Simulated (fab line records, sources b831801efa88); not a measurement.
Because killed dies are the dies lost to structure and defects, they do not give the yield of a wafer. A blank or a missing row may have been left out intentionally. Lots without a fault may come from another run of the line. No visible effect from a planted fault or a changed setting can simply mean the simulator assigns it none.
The tool behind it: which one? | flow gf180mcu | 42 wafers from 14 lots sampled at 4 of the route's 602 steps

== WHAT THE GAUGES READ, wafer by wafer ==
Not one reading of a measure or inspect step in the record can be checked against a usual standard deviation.

== EACH LOT AND THE TOOL THAT RAN IT (in order: tool; ch and the chambers of the sampled wafers; start) ==
lot  | GF_V1_CVD_02                    | GF_V1_ETCH_17                                 | GF_V1_STRIP_18                       | GF_M2_SPUTTER_02
L736 | pecvd-04 ch 0,1,2, day 16 23:55 | rie diel-03 ch 0,2, day 17 23:48 or earlier   | plasma asher-03 ch 0,1, day 17 23:48 | pvd sputter-01, day 18 01:10
L738 | pecvd-02 ch 0,1, day 17 15:16   | rie diel-04 ch 0,2,3, day 18 15:37 or earlier | plasma asher-02 ch 0,1, day 18 15:37 | pvd sputter-01, day 18 16:58
L739 | pecvd-02 ch 0,1, day 18 04:04   | rie diel-03 ch 0,1,3, day 19 04:05 or earlier | plasma asher-01 ch 0,1, day 19 04:05 | pvd sputter-02, day 19 05:26
L742 | pecvd-03 ch 0,1,2, day 19 08:55 | rie diel-03 ch 0,1,3, day 20 10:24 or earlier | plasma asher-01 ch 0,1, day 20 10:24 | pvd sputter-04, day 20 11:47
L743 | pecvd-02 ch 0,2, day 19 21:37   | rie diel-01 ch 0,2, day 20 22:16 or earlier   | plasma asher-03 ch 0, day 20 22:16   | -
L745 | pecvd-02 ch 1,2, day 20 08:17   | rie diel-03 ch 0,3, day 21 09:25 or earlier   | plasma asher-03 ch 0,1, day 21 09:25 | -
L748 | pecvd-02 ch 1,2, day 21 22:53   | rie diel-04 ch 0,3, day 22 22:54 or earlier   | plasma asher-03 ch 0,1, day 22 22:54 | pvd sputter-04, day 23 00:20
L750 | pecvd-04 ch 0,1,2, day 22 15:21 | rie diel-01 ch 0,1,3, day 23 15:00 or earlier | plasma asher-03 ch 0,1, day 23 15:00 | pvd sputter-02, day 23 16:35
L751 | pecvd-03 ch 0,1, day 23 03:22   | rie diel-01 ch 0,2, day 24 02:24 or earlier   | plasma asher-03 ch 0, day 24 02:24   | pvd sputter-04, day 24 03:45
L752 | pecvd-03 ch 0,1,2, day 23 07:40 | rie diel-03 ch 0,2,3, day 24 06:18 or earlier | plasma asher-03 ch 0,1, day 24 06:18 | pvd sputter-02, day 24 07:39
L753 | pecvd-04 ch 0,1, day 23 08:25   | rie diel-01 ch 0,3, day 24 07:54 or earlier   | plasma asher-01 ch 0,1, day 24 07:54 | pvd sputter-01, day 24 09:15
L756 | pecvd-03 ch 0,1, day 24 14:38   | rie diel-01 ch 0,3, day 25 12:51 or earlier   | plasma asher-02 ch 0,1, day 25 12:51 | pvd sputter-04, day 25 14:14
L757 | pecvd-02 ch 1,2, day 24 15:16   | rie diel-03 ch 1,2,3, day 25 13:51 or earlier | plasma asher-02 ch 0, day 25 13:51   | pvd sputter-02, day 25 15:13
L759 | pecvd-03 ch 0,2, day 25 05:13   | rie diel-04 ch 0,2,3, day 26 03:49 or earlier | plasma asher-03 ch 0,1, day 26 03:49 | pvd sputter-04, day 26 05:12
- GF_V1_CVD_02: deposits SiO2 from TEOS, target thk 850 nm, time 94.851 s.
- GF_V1_ETCH_17: etches SiO2 in C4F8/O2/Ar, stops on TiN, target depth 630 nm.
- GF_V1_STRIP_18: strips in O2/N2.
- GF_M2_SPUTTER_02: material AlCu, target thk 450 nm, time 23.9 s.

== WHAT THE TOOLS THEMSELVES READ (means of the sampled wafers that have a number; where no wafer has one, the mark that the record gives instead) ==
GF_V1_CVD_02.
lot  | tool     | heater power w (W)
L736 | pecvd-04 | 722
L738 | pecvd-02 | 650
L739 | pecvd-02 | 657
L742 | pecvd-03 | 724
L743 | pecvd-02 | 746
L745 | pecvd-02 | 708
L748 | pecvd-02 | 680
L750 | pecvd-04 | 706
L751 | pecvd-03 | 743
L752 | pecvd-03 | 727
L753 | pecvd-04 | 678
L756 | pecvd-03 | 863
L757 | pecvd-02 | 670
L759 | pecvd-03 | 556

GF_V1_ETCH_17.
lot  | tool        | oes product au (a.u.)
L736 | rie diel-03 | 0.851
L738 | rie diel-04 | 0.859
L739 | rie diel-03 | 0.857
L742 | rie diel-03 | 0.856
L743 | rie diel-01 | 0.854
L745 | rie diel-03 | 0.857
L748 | rie diel-04 | 0.854
L750 | rie diel-01 | 0.857
L751 | rie diel-01 | 0.852
L752 | rie diel-03 | 0.857
L753 | rie diel-01 | 0.851
L756 | rie diel-01 | 0.853
L757 | rie diel-03 | 0.858
L759 | rie diel-04 | 0.860

GF_V1_STRIP_18.
lot  | tool            | chamber pressure mTorr (mTorr) | drypump motor current A (A) | heater power w (W) | n2 flow sccm (sccm) | oes product au (a.u.)
L736 | plasma asher-03 | 1500.1                         | 5.74                        | 346                | 299.7               | 0.589
L738 | plasma asher-02 | 1499.8                         | 5.49                        | 406                | 300.8               | 0.594
L739 | plasma asher-01 | 1499.4                         | 5.71                        | 327                | 300.0               | 0.596
L742 | plasma asher-01 | 1498.0                         | 5.80                        | 347                | 300.6               | 0.592
L743 | plasma asher-03 | -                              | -                           | -                  | -                   | -
L745 | plasma asher-03 | -                              | -                           | -                  | -                   | -
L748 | plasma asher-03 | 1499.8                         | 5.64                        | 353                | 300.1               | 0.586
L750 | plasma asher-03 | 1499.7                         | 5.61                        | 355                | 299.5               | 0.590
L751 | plasma asher-03 | 1499.8                         | 5.86                        | 332                | 301.5               | 0.595
L752 | plasma asher-03 | 1500.5                         | 5.60                        | 356                | 300.2               | 0.591
L753 | plasma asher-01 | 1499.8                         | 5.80                        | 345                | 300.8               | 0.594
L756 | plasma asher-02 | 1500.1                         | 5.55                        | 406                | 300.6               | 0.595
L757 | plasma asher-02 | 1498.9                         | 5.44                        | 390                | 300.0               | 0.590
L759 | plasma asher-03 | 1501.1                         | 5.74                        | 343                | 299.7               | 0.592

GF_M2_SPUTTER_02.
lot  | tool           | throttle valve pct (%)
L736 | pvd sputter-01 | 29.8
L738 | pvd sputter-01 | 29.5
L739 | pvd sputter-02 | 30.4
L742 | pvd sputter-04 | 29.8
L748 | pvd sputter-04 | 29.4
L750 | pvd sputter-02 | 30.7
L751 | pvd sputter-04 | 29.7
L752 | pvd sputter-02 | 31.3
L753 | pvd sputter-01 | 29.8
L756 | pvd sputter-04 | 29.1
L757 | pvd sputter-02 | 31.0
L759 | pvd sputter-04 | 29.1

== THE ANSWER, worked out from the rows above alone ==
Rule: usual is defined by the lots themselves. The widest of any qualifying gaps counts: lots, ordered by their means at a reading, are off when they make up no more than a third of the lots, leave a main group of 4 or more, and stand apart from it by 3 or more times the standard deviation of that group's means. Not used: any main group whose means are identical at the precision the tables above print for the reading. A lot without any number at a reading at which 4 lots or more have one is off too. All remaining lots with rows at the step are treated as sound. Order of review: gauges by route order, followed by the tools' own readings, for which a lot's mean as printed above is used. The first step at which some lot is off is used, and at that step the reading that is off furthest; a lot without a number counts as furthest.
Off: L743, L745 (GF_V1_STRIP_18, chamber pressure mTorr). Without a number there: L743, L745. Mean 1499.8 mTorr and standard deviation 0.74 in the main group.
A tool fits if, at that step or a process step before it, it ran every lot that is off, and no sound lot after the first of them. GF_V1_ETCH_17 gives no start for some lots, so the hours and the order of its lots are those of GF_V1_STRIP_18. No candidate that was tried fits.

== WHAT THE SIMULATOR HAD PUT IN ==
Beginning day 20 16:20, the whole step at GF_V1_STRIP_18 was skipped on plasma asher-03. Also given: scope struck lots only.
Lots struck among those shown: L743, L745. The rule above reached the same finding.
